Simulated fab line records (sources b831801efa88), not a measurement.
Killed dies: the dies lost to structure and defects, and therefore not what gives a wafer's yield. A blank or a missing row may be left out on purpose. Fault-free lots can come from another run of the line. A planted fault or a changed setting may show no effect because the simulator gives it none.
Shared-tool check -- flow gf180mcu -- 12 lots, 36 wafers sampled

== REASON IT WAS OPENED ==
GF_VT_IMPLANT_TW_MEAS_10, reading VT_IMPLANT_TW: flagged on 1 of 12 lots. No-fault wafers: 562.1, standard deviation 2.5.
Rule: a lot is flagged in two cases, either no wafer of it has a number, or all its wafers with numbers fall more than 4 standard deviations from that mean. The other lots count as sound.

lot,measured,on,"VT_IMPLANT_TW, wafer by wafer",flag
L584,day 5 23:46,filmMetro-03,559.4 560.6 561.8,
L585,day 6 07:52,filmMetro-03,558.6 559.9 557.5,
L587,day 6 18:04,filmMetro-04,558.2 561.4 559.5,
L589,day 7 09:22,filmMetro-04,563.7 562.8 564.2,
L593,day 8 09:25,filmMetro-04,30.0 30.0 30.2,FLAGGED
L598,day 9 16:55,filmMetro-04,563.4 559.9 556.4,
L599,day 9 23:38,filmMetro-01,564.2 566.7 566.8,
L600,day 10 03:01,filmMetro-01,564.1 562.6 561.3,
L603,day 10 19:44,filmMetro-01,561.3 559.9 562.7,
L604,day 10 23:56,filmMetro-01,561.2 561.1 562.3,
L605,day 11 07:28,filmMetro-01,558.8 559.9 558.4,
L606,day 11 14:58,filmMetro-01,559.1 560.1 560.1,
Averaged over the flagged lots the numbers come to 30.1, -532.0 from the usual (-99 or more standard deviations).

== TOOL THAT RAN EACH LOT ==
The record holds 1 process step before the reading, out of a route of 602 steps. Cell contents, in order: the tool; ch with the chambers the sampled wafers went through; the start.
lot,flag,GF_VT_IMPLANT_EXPOSE_04
L584,,"ilineStepper-01 ch 0, day 5 16:04"
L585,,"ilineStepper-02 ch 0, day 6 00:08"
L587,,"ilineStepper-01 ch 0, day 6 10:24"
L589,,"ilineStepper-01 ch 0, day 7 01:06"
L593,FLAGGED,"ilineStepper-01 ch 0, day 8 00:53"
L598,,"ilineStepper-01 ch 0, day 9 07:28"
L599,,"ilineStepper-01 ch 0, day 9 15:41"
L600,,"ilineStepper-01 ch 0, day 9 19:10"
L603,,"ilineStepper-01 ch 0, day 10 10:47"
L604,,"ilineStepper-02 ch 0, day 10 15:09"
L605,,"ilineStepper-01 ch 0, day 10 21:36"
L606,,"ilineStepper-01 ch 0, day 11 05:19"
What these steps do:
- GF_VT_IMPLANT_EXPOSE_04: exposes mask LVPWELL LV AREA, target cd 600 nm.
- GF_VT_IMPLANT_TW_MEAS_10

== FLAGGED AGAINST TOTAL, ONE TOOL AT A TIME (gauges that did the reading follow at the end) ==
step,tool,lots run,flagged,share of the flagged lots,sound lots run after its first flagged lot
GF_VT_IMPLANT_EXPOSE_04,ilineStepper-01,10,1,all,"6 (L598,L599,L600,L603,L605,L606)"
GF_VT_IMPLANT_EXPOSE_04,ilineStepper-02,2,0,none,-
GF_VT_IMPLANT_TW_MEAS_10,filmMetro-01,6,0,none,-
GF_VT_IMPLANT_TW_MEAS_10,filmMetro-03,2,0,none,-
GF_VT_IMPLANT_TW_MEAS_10,filmMetro-04,4,1,all,1 (L598)

== WHAT IS ALLOWED BY THE TABLE ==
Every flagged lot went through 2 rows of the table: ilineStepper-01 at GF_VT_IMPLANT_EXPOSE_04 and filmMetro-04 at GF_VT_IMPLANT_TW_MEAS_10.
- ilineStepper-01 at GF_VT_IMPLANT_EXPOSE_04 ran 10 lots, 1 of them flagged. After the first flagged lot (L598, L599, L600, L603, L605, L606), sound lots still ran on it; a lasting fault on the whole tool would not permit that.
- filmMetro-04 at GF_VT_IMPLANT_TW_MEAS_10 ran 4 lots, 1 of them flagged. After the first flagged lot (L598), sound lots still ran on it; a lasting fault on the whole tool would not permit that.
Not one row of the table ran every flagged lot while running no sound lot after the first.

== WHAT THE SIMULATOR PUT IN ==
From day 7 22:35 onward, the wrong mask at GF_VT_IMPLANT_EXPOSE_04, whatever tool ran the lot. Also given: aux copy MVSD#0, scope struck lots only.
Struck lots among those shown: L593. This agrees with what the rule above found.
